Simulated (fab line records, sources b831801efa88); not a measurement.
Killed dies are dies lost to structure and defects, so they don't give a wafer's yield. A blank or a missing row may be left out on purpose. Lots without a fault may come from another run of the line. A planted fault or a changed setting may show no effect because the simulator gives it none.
Split-lot experiment | flow gf180mcu | 5 lots, 23 wafers read, on a route of 602 steps

THE SPLIT
At GF_V5_CVD_23 (deposits W, target thk 350 nm, time 104.9 s), the setting pressure_torr was moved away from the recipe's 40 Torr on 10 of the 23 wafers read, by -7.7% to +8.5%. The other wafers ran this setting at the recipe's value.

The file shows no step between the split and the reading.

THE READING
V5_W_RS, in ohm/sq, at GF_V5_RS_MEAS_24 (measures by four-point-probe). Fault-free wafers of this fab line usually give 0.330 ohm/sq, standard deviation 0.0039 ohm/sq.

wafer  | tool, chamber at the split | pressure_torr as run, Torr | against the recipe | V5_W_RS, ohm/sq | against lot-mates on the recipe
L075.2 | cvd_w-02, 1                | 36.93                      | -7.7%              | 0.342           | no lot-mate on the recipe
L075.3 | cvd_w-02, 1                | 36.93                      | -7.7%              | 0.343           | no lot-mate on the recipe
L075.4 | cvd_w-02, 0                | 36.93                      | -7.7%              | 0.339           | no lot-mate on the recipe
L075.5 | cvd_w-02, 1                | 36.93                      | -7.7%              | 0.346           | no lot-mate on the recipe
L075.6 | cvd_w-02, 0                | 36.93                      | -7.7%              | 0.344           | no lot-mate on the recipe
L077.1 | cvd_w-01, 0                | 43.4                       | +8.5%              | 0.315           | no lot-mate on the recipe
L077.2 | cvd_w-01, 1                | 43.4                       | +8.5%              | 0.311           | no lot-mate on the recipe
L077.4 | cvd_w-01, 1                | 43.4                       | +8.5%              | 0.313           | no lot-mate on the recipe
L077.5 | cvd_w-01, 1                | 43.4                       | +8.5%              | 0.314           | no lot-mate on the recipe
L077.6 | cvd_w-01, 0                | 43.4                       | +8.5%              | 0.314           | no lot-mate on the recipe
L080.2 | cvd_w-01, 1                | 40                         | recipe             | 0.326           | -
L080.3 | cvd_w-01, 1                | 40                         | recipe             | 0.329           | -
L080.6 | cvd_w-01, 0                | 40                         | recipe             | 0.334           | -
L084.1 | cvd_w-01, 1                | 40                         | recipe             | 0.331           | -
L084.2 | cvd_w-01, 1                | 40                         | recipe             | 0.331           | -
L084.3 | cvd_w-01, 1                | 40                         | recipe             | 0.335           | -
L084.5 | cvd_w-01, 1                | 40                         | recipe             | 0.335           | -
L084.6 | cvd_w-01, 1                | 40                         | recipe             | 0.331           | -
L085.1 | cvd_w-01, 1                | 40                         | recipe             | 0.331           | -
L085.2 | cvd_w-01, 1                | 40                         | recipe             | 0.327           | -
L085.3 | cvd_w-01, 1                | 40                         | recipe             | 0.328           | -
L085.4 | cvd_w-01, 1                | 40                         | recipe             | 0.328           | -
L085.5 | cvd_w-01, 1                | 40                         | recipe             | 0.326           | -

THE FIT
A straight line over all 23 wafers: V5_W_RS changes by -0.00182 ohm/sq for each +1% of pressure_torr; r = -0.96; the points scatter about the line by 0.0028 ohm/sq.
Too few moved wafers have a lot-mate on the recipe to fit a line with each lot's own level taken away.

THE WHOLE CHAIN: every reading that the file lists as answering this split, in the file's order
step             | what it does                                | reading                                                                | change (the file's fit)              | r (the file's)
GF_V5_CVD_23     | deposits W, target thk 350 nm, time 104.9 s | W_of_V5_CVD_23.thk_nm (the simulator's own value, which no gauge read) | +1.92 nm for each +1% of the setting | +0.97
GF_V5_RS_MEAS_24 | measures by four-point-probe                | V5_W_RS                                                                | -0.00182 for each +1% of the setting | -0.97

THE FILE'S OWN FIT
V5_W_RS changes by -0.00182 ohm/sq for each +1% of pressure_torr, r = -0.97.
